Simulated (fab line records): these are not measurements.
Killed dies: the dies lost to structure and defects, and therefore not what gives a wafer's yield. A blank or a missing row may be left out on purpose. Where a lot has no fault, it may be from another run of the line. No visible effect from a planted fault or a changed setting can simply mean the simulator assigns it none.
2 desks looking at one fault	flow gf180mcu	what lay behind the numbers comes last; until then each desk has only its own

AT THE METROLOGY DESK
Lot by lot, what the gauges showed, no matter which tool ran the lot: averages of those sampled wafers that carry a number. Marked OUT: a lot whose mean sits more than 4 standard deviations from the usual mean, which makes it out of limits; the brackets give that distance.
Columns: A = MVSD_RS at GF_VT_IMPLANT_RS_MEAS_46, usual 456.3 ohm/sq; B = cdNm at GF_POLY_GATE_CD_MEAS_10, usual 280.3 nm; C = HV_LDD_RS at GF_HV_LDD_RS_MEAS_53, usual 417.7 ohm/sq
lot	first seen here	A	B	C
L302	day 7 17:13	456.9	279.6	416.7
L303	day 8 00:14	455.4	279.5	417.8
L304	day 8 05:23	457.6	280.7	417.8
L307	day 9 10:11	456.2	280.6	416.6
L310	day 9 23:37	456.5	280.7	-
L314	day 11 02:24	454.9	279.7	-
L315	day 11 05:14	455.7	280.7	418.0
L316	day 11 14:38	455.5	282.3	416.9
L320	day 12 18:26	456.9	278.2	418.3
L321	day 13 01:10	456.0	282.3	418.8
L322	day 13 06:04	457.0	279.5	417.6
L323	day 13 10:34	456.1	280.8	418.0
L324	day 13 19:19	456.9	278.3	416.8
L325	day 14 02:36	456.7	279.9	418.0
Result from this desk: across the 14 lots, nothing is out of limits.

DESK OF THE TOOL OWNER: implanter-01
The tool's own readings at GF_HV_LDD_IMPLANT_34: means of the sampled wafers that have a number, for each lot that ran on this tool. Marked OUT: a lot whose mean sits more than 4 standard deviations from the usual mean, which makes it out of limits; the brackets give that distance.
Columns: A = beamOnS at GF_HV_LDD_IMPLANT_34, usual 10.00 s
lot	first seen here	A
L307	day 13 20:31	10.04
L310	day 14 10:05	9.83
L314	day 15 13:47	9.87
L321	day 18 02:02	10.07
L323	day 18 10:58	10.05
Result from this desk: across the 5 lots, nothing is out of limits.

PUT TOGETHER
From the metrology desk's view, nothing was out of limits.
Nothing out of limits was seen by the tool owner's desk.

WHAT HAD BEEN PUT IN BY THE SIMULATOR
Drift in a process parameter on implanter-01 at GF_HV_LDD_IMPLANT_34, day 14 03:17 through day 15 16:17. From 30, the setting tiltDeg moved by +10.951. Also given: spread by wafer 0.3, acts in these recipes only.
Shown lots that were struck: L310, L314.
